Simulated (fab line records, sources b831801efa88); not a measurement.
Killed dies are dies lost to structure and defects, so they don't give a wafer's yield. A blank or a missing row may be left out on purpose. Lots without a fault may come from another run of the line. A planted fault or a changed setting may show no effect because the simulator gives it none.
Split-lot experiment | flow sky130 | 5 lots, 23 wafers read, on a route of 708 steps

THE SPLIT
At SKY_DNWELL_COAT_02 (resist thk 3000 nm), the setting spin_rpm was moved away from the recipe's 2000 rpm on 7 of the 23 wafers read, by -6.3% to -2.9%. The other wafers ran this setting at the recipe's value.

The reading is taken at the split's own step.

THE READING
coat_of_DNWELL_COAT_02.thk_nm (the simulator's own value, which no gauge read), in nm, at SKY_DNWELL_COAT_02 (resist thk 3000 nm). The file gives no usual value for it. The 16 wafers here that ran the recipe average 3002 nm, standard deviation 8.9 nm.

wafer  | tool, chamber at the split | spin_rpm as run, rpm | against the recipe | coat_of_DNWELL_COAT_02.thk_nm, nm | against lot-mates on the recipe
L074.1 | litho_track-01, 0          | 2000                 | recipe             | 3011                              | -
L074.2 | litho_track-01, 0          | 1874                 | -6.3%              | 3120                              | +103
L074.3 | litho_track-01, 0          | 2000                 | recipe             | 3025                              | -
L074.4 | litho_track-01, 0          | 2000                 | recipe             | 3014                              | -
L074.6 | litho_track-01, 0          | 1874                 | -6.3%              | 3116                              | +99
L077.1 | litho_track-04, 0          | 2000                 | recipe             | 2999                              | -
L077.2 | litho_track-04, 0          | 2000                 | recipe             | 2994                              | -
L077.3 | litho_track-04, 0          | 2000                 | recipe             | 3008                              | -
L077.4 | litho_track-04, 0          | 2000                 | recipe             | 3005                              | -
L077.5 | litho_track-04, 0          | 2000                 | recipe             | 3006                              | -
L079.1 | litho_track-04, 0          | 2000                 | recipe             | 3004                              | -
L079.5 | litho_track-04, 0          | 2000                 | recipe             | 3004                              | -
L079.4 | litho_track-04, 0          | 2000                 | recipe             | 3000                              | -
L080.1 | litho_track-04, 0          | 1942                 | -2.9%              | 3044                              | +51
L080.2 | litho_track-04, 0          | 1942                 | -2.9%              | 3041                              | +48
L080.4 | litho_track-04, 0          | 2000                 | recipe             | 2990                              | -
L080.5 | litho_track-04, 0          | 1942                 | -2.9%              | 3039                              | +46
L080.6 | litho_track-04, 0          | 2000                 | recipe             | 2996                              | -
L085.1 | litho_track-04, 0          | 2000                 | recipe             | 2996                              | -
L085.2 | litho_track-04, 0          | 1910                 | -4.5%              | 3059                              | +65
L085.3 | litho_track-04, 0          | 1910                 | -4.5%              | 3058                              | +64
L085.4 | litho_track-04, 0          | 2000                 | recipe             | 2995                              | -
L085.6 | litho_track-04, 0          | 2000                 | recipe             | 2992                              | -

THE FIT
A straight line over all 23 wafers: coat_of_DNWELL_COAT_02.thk_nm changes by -16.1 nm for each +1% of spin_rpm; r = -0.96; the points scatter about the line by 11 nm.
The same after taking each lot's own level away (the mean of its wafers on the recipe; 23 wafers): -15.7 nm for each +1%; r = -0.99; scatter 4.5 nm.
On that fit, the largest move of spin_rpm shifts the reading by 99 nm.
The lots' own levels span 2993.0 to 3016.7 nm, that is 2.7 times the standard deviation above.
So the lot-to-lot level changes the slope little: the two slopes agree.
Check: with one of the wafers moved furthest among these (-6.3%) left out of the fit, the line predicts +97 nm for it against its lot-mates. It came out at +103 nm against them.

OTHER SPLITS ON THESE WAFERS
These wafers also went through other splits before the reading. Each is held against what the fit with the lots' levels taken away leaves over:
other split on the same wafers          | wafers away from the commonest value | r with coat_of_DNWELL_COAT_02.thk_nm (lot level and that fit taken away)
SKY_FIELD_ISO_OXIDATION_01 temp_c       | 10                                   | -0.28
SKY_FIELD_ISO_COAT_08 resist_thk_nm     | 5                                    | -0.39
SKY_FIELD_ISO_DEVELOP_12 develop_time_s | 8                                    | -0.35
SKY_NWELL_OXIDATION_01 temp_c           | 15                                   | +0.28

THE WHOLE CHAIN: every reading that the file lists as answering this split, in the file's order
step                | what it does       | reading                                                                        | change (the file's fit)              | r (the file's)
SKY_DNWELL_COAT_02  | resist thk 3000 nm | coat_of_DNWELL_COAT_02.thk_nm (the simulator's own value, which no gauge read) | -15.6 nm for each +1% of the setting | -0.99
SKY_DNWELL_STRIP_08 | strips in O2/N2    | strip_time_to_endpoint_s                                                       | withheld for each +1% of the setting | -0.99

THE FILE'S OWN FIT
coat_of_DNWELL_COAT_02.thk_nm changes by -15.6 nm for each +1% of spin_rpm, r = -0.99.
